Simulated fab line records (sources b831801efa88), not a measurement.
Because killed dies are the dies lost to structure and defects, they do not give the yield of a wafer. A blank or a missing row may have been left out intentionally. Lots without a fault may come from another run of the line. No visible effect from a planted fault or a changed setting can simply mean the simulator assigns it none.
Matching of chambers + flow gf180mcu + 4 sister chambers for GF_STI_ETCH_13 on rie-diel-01
The step etches the open film in CHF3/O2, stops on Si, target depth 282.31 nm, time 112.9 s. 8 wafers are shown with their chamber, then 7 later ones without.

WAFERS WITH THEIR CHAMBER
| wafer  | chamber | drypump-motor-current-A (A) | throttle-valve-pct (%) |
|--------|---------|-----------------------------|------------------------|
| L364.6 | 1       | 5.82                        | 8.800                  |
| L366.4 | 1       | 5.82                        | 8.810                  |
| L367.6 | 2       | 6.10                        | 8.822                  |
| L370.1 | 0       | 5.87                        | 8.811                  |
| L370.4 | 2       | 6.11                        | 8.824                  |
| L370.5 | 3       | 6.17                        | 8.803                  |
| L379.4 | 3       | 6.20                        | 8.801                  |
| L379.5 | 0       | 5.83                        | 8.817                  |

WAFERS WITHOUT THEIR CHAMBER
| wafer  | drypump-motor-current-A (A) | throttle-valve-pct (%) |
|--------|-----------------------------|------------------------|
| L379.6 | 6.18                        | 8.815                  |
| L380.1 | 6.20                        | 8.817                  |
| L380.3 | 6.09                        | 8.804                  |
| L380.4 | 5.84                        | 8.801                  |
| L384.2 | 5.82                        | 8.810                  |
| L384.4 | 6.12                        | 8.808                  |
| L384.5 | 5.82                        | 8.826                  |

EACH ONE'S CHAMBER
| wafer  | from the rows above     | in truth |
|--------|-------------------------|----------|
| L379.6 | can't be placed: 3 or 2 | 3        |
| L380.1 | can't be placed: 3 or 2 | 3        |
| L380.3 | can't be placed: 2 or 3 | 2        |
| L380.4 | can't be placed: 1 or 0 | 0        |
| L384.2 | can't be placed: 1 or 0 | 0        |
| L384.4 | can't be placed: 2 or 3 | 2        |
| L384.5 | can't be placed: 0 or 1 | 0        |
0 of 7 placed correctly. These rows do not allow placing 7 (true chamber among the candidates in 7). Wrongly placed: 0.
How it was worked out, from the rows above alone: a wafer's distance from a chamber is the root of the sum, over the readings, of the square of ((its reading less the chamber's mean) divided by the reading's scatter). The wafer belongs to the nearest chamber; if the next one is less than 2 further off, it can't be placed. Each chamber's mean is taken over the wafers shown for it. How the scatter is found: for the shown wafers, subtract from each reading the mean of its chamber, square and add these, divide the total by (wafers less chambers), then take the root.
